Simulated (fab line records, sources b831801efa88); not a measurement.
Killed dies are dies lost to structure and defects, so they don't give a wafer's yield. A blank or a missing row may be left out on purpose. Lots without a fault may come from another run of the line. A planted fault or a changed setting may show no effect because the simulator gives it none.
A struck lot beside a sound one | flow sfq_line | 42 steps out of a route of 325
Sound: wafers L474.1, L474.5, L474.6. Struck: wafers L486.2, L486.4, L486.5. The cause comes at the end.
At each step with rows: each side's tool, then ch and its chambers, then its first start. Under that, the readings that differ: sound wafers | struck wafers | difference of the means | sigmas: that difference in standard deviations of wafers without a fault.
alike: readings whose means differ by less than 2 such deviations, and words and numbers that are the same on both sides. not compared: withheld readings, readings that some wafer has no value for, bounds like >300 that may hide the same value, and numbers for which the record gives no deviation and whose values overlap.
The two part at a step that has a row with sigmas, a row that says differs or no value, or rows on one side only. Numbers that don't overlap but have no deviation are shown without sigmas and don't part them. A reading that every wafer of one side lacks parts them only if that side has two wafers or more.

first, 6 steps without rows for these wafers: SFQ_TRILAYER_I3_VIA_LITHO_COAT_090 (resist thk 62 nm); SFQ_TRILAYER_I3_VIA_LITHO_COAT_085 (resist thk 650 nm); SFQ_TRILAYER_I3_VIA_LITHO_SOFTBAKE_089; SFQ_TRILAYER_I3_VIA_LITHO_EXPOSE_086 (exposes mask I3, target cd 500 nm); SFQ_TRILAYER_I3_VIA_LITHO_PEB_088 (peb time 60 s); SFQ_TRILAYER_I3_VIA_LITHO_DEVELOP_087 (time 60 s).
SFQ_I3_OVL_MEAS_923:
  sound on overlay-02, day 32 22:34; struck on overlay-02, day 37 07:38
  alike: I3_OVL
SFQ_TRILAYER_I3_VIA_BARC_OPEN_VIA_ETCH_121: etches BARC in O2, target depth 125 nm, time 41.7 s.
  sound on rie_diel-03 ch 0,3, day 32 22:37; struck on rie_diel-03 ch 1,2,3, day 37 07:40
  alike: drypump_motor_current_A, oes_product_au
  not compared: rf_hours_counter_h
then, 1 step without rows for these wafers: SFQ_TRILAYER_I3_VIA_ETCH_VIA_ETCH_088 (etches SiO2 in CHF3, stops on Nb, target depth 260 nm).
SFQ_TRILAYER_I3_VIA_STRIP_STRIP_089: strips in O2.
  sound on rie_metal-02 ch 0,1, day 32 22:46; struck on rie_metal-01 ch 0,1, day 37 07:49
  alike: drypump_motor_current_A, oes_product_au
  not compared: rf_hours_counter_h
then, 2 steps without rows for these wafers: SFQ_TRILAYER_I3_VIA_STRIP_SOLV_CLEAN_090 (cleans in NMP, time 600 s); SFQ_TRILAYER_M4_DEP_PRE_CLEAN_092 (time 22.5 s).
SFQ_TRILAYER_M4_DEP_SPUTTER_091: material Nb, target thk 200 nm, time 133.3 s.
  sound on pvd_sputter-03, day 32 23:34; struck on pvd_sputter-03, day 37 08:37
  reading                                             | sound                | struck               | difference | sigmas
  cathode_dc_power_W (W)                              | 1999.6 2000.2 1999.9 | 2260.9 2261.3 2260.7 | +261.1     | +99 or more
  model.Nb_of_TRILAYER_M4_DEP_SPUTTER_091.thk_nm (nm) | 199.5 206.6 200.7    | 225.4 232.2 228.5    | +26.4      |
  alike: resputter_cathode_voltage_v, throttle_valve_pct
SFQ_M4_RS_MEAS_924: measures by four-point-probe.
  sound on film_metro-03, day 32 23:40; struck on film_metro-04, day 37 08:44
  reading           | sound             | struck            | difference | sigmas
  M4_NB_RS (ohm/sq) | 0.891 0.860 0.887 | 0.788 0.765 0.777 | -0.103     | -9
then, 6 steps without rows for these wafers: SFQ_TRILAYER_M4_LITHO_COAT_098 (resist thk 62 nm); SFQ_TRILAYER_M4_LITHO_COAT_093 (resist thk 600 nm); SFQ_TRILAYER_M4_LITHO_SOFTBAKE_097; SFQ_TRILAYER_M4_LITHO_EXPOSE_094 (exposes mask M4, target cd 500 nm); SFQ_TRILAYER_M4_LITHO_PEB_096 (peb time 60 s); SFQ_TRILAYER_M4_LITHO_DEVELOP_095 (time 60 s).
SFQ_M4_OVL_MEAS_926:
  sound on overlay-02, day 35 15:44; struck on overlay-02, day 39 02:14
  alike: M4_OVL
SFQ_TRILAYER_M4_BARC_OPEN_METAL_ETCH_123: etches BARC in O2, target depth 125 nm, time 41.7 s.
  sound on rie_metal-03 ch 0,1, day 35 15:46; struck on rie_metal-04 ch 0,1, day 39 02:16
  alike: drypump_motor_current_A, oes_product_au
  not compared: rf_hours_counter_h
SFQ_TRILAYER_M4_ETCH_METAL_ETCH_096: etches Nb in Cl2/Ar, stops on SiO2, target depth 240 nm, time 120 s.
  sound on rie_metal-03 ch 0,1, day 35 15:50; struck on rie_metal-04 ch 0,1, day 39 02:20
  reading               | sound             | struck            | difference | sigmas
  oes_product_au (a.u.) | 0.898 0.913 0.901 | 0.963 0.978 0.963 | +0.064     | +8
  alike: drypump_motor_current_A
  not compared: rf_hours_counter_h
then, 4 steps without rows for these wafers: SFQ_TRILAYER_M4_STRIP_STRIP_097 (strips in O2); SFQ_TRILAYER_M4_STRIP_SOLV_CLEAN_098 (cleans in NMP, time 600 s); SFQ_TRILAYER_I4_DEP_PECVD_099 (deposits SiO2 from SiH4/N2O, time 111.11 s, target thk 500 nm); SFQ_TRILAYER_I4_CMP_CMP_100 (polishes SiO2).
-- the record jumps here: 3 days lie between the struck wafers' starts before and after --
SFQ_I4_BOW_MEAS_927:
  sound on film_metro-01, day 38 04:53; struck on film_metro-02, day 41 22:43
  alike: I4_BOW
then, 7 steps without rows for these wafers: SFQ_TRILAYER_I4_METRO_MEASURE_101; SFQ_TRILAYER_I4_VIA_LITHO_COAT_108 (resist thk 62 nm); SFQ_TRILAYER_I4_VIA_LITHO_COAT_103 (resist thk 650 nm); SFQ_TRILAYER_I4_VIA_LITHO_SOFTBAKE_107; SFQ_TRILAYER_I4_VIA_LITHO_EXPOSE_104 (exposes mask I4, target cd 700 nm); SFQ_TRILAYER_I4_VIA_LITHO_PEB_106 (peb time 60 s); SFQ_TRILAYER_I4_VIA_LITHO_DEVELOP_105 (time 60 s).
-- the record jumps here: 4 days lie between the struck wafers' starts before and after --
SFQ_I4_OVL_MEAS_928:
  sound on overlay-02, day 41 21:30; struck on overlay-01, day 45 23:52
  alike: I4_OVL
SFQ_TRILAYER_I4_VIA_BARC_OPEN_VIA_ETCH_146: etches BARC in O2, target depth 125 nm, time 41.7 s.
  sound on rie_diel-03 ch 0,1,2, day 41 21:32; struck on rie_diel-02 ch 1,2, day 45 23:54
  alike: drypump_motor_current_A, oes_product_au
  not compared: rf_hours_counter_h
then, 1 step without rows for these wafers: SFQ_TRILAYER_I4_VIA_ETCH_VIA_ETCH_106 (etches SiO2 in CHF3, stops on Nb, target depth 260 nm).
SFQ_TRILAYER_I4_VIA_STRIP_STRIP_107: strips in O2.
  sound on rie_metal-01 ch 0,1, day 41 21:41; struck on rie_metal-04 ch 0,1, day 46 00:03
  alike: drypump_motor_current_A, oes_product_au
  not compared: rf_hours_counter_h
then, 2 steps without rows for these wafers: SFQ_TRILAYER_I4_VIA_STRIP_SOLV_CLEAN_108 (cleans in NMP, time 600 s); SFQ_TRILAYER_JJ_TRILAYER_DEP_PRE_CLEAN_113 (time 22.5 s).
-- the record jumps here: 34 days lie between the struck wafers' starts before and after --
SFQ_M8_BOW_MEAS_951:
  sound on film_metro-02, day 77 06:04; struck on film_metro-02, day 79 15:26
  reading                 | sound                | struck               | difference | sigmas
  model.etest.m4.ohm_um   | 1.785 1.722 1.77     | 1.592 1.551 1.563    | -0.190     |
  model.etest.i3.link_ohm | 1.964 1.946 1.958    | 1.839 1.813 1.834    | -0.127     |
  model.etest.i4.link_ohm | 2.169 2.144 2.178    | 2.063 2.041 2.048    | -0.113     |
  model.etest.m4.ohm_sq   | 0.8917 0.8614 0.8867 | 0.7893 0.7664 0.7788 | -0.1018    |
  alike: M8_BOW

WHERE THEY PART
First at SFQ_TRILAYER_M4_DEP_SPUTTER_091; last, within this record, at SFQ_TRILAYER_M4_ETCH_METAL_ETCH_096. Later steps at which nothing parts them and some readings are alike: SFQ_I4_BOW_MEAS_927, SFQ_I4_OVL_MEAS_928, SFQ_TRILAYER_I4_VIA_BARC_OPEN_VIA_ETCH_146, SFQ_TRILAYER_I4_VIA_STRIP_STRIP_107, SFQ_M8_BOW_MEAS_951.

WHY: what the simulator had put in
Process parameter drift: pvd_sputter-03, from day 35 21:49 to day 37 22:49, at SFQ_TRILAYER_M4_DEP_SPUTTER_091. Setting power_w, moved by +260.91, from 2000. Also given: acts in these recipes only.
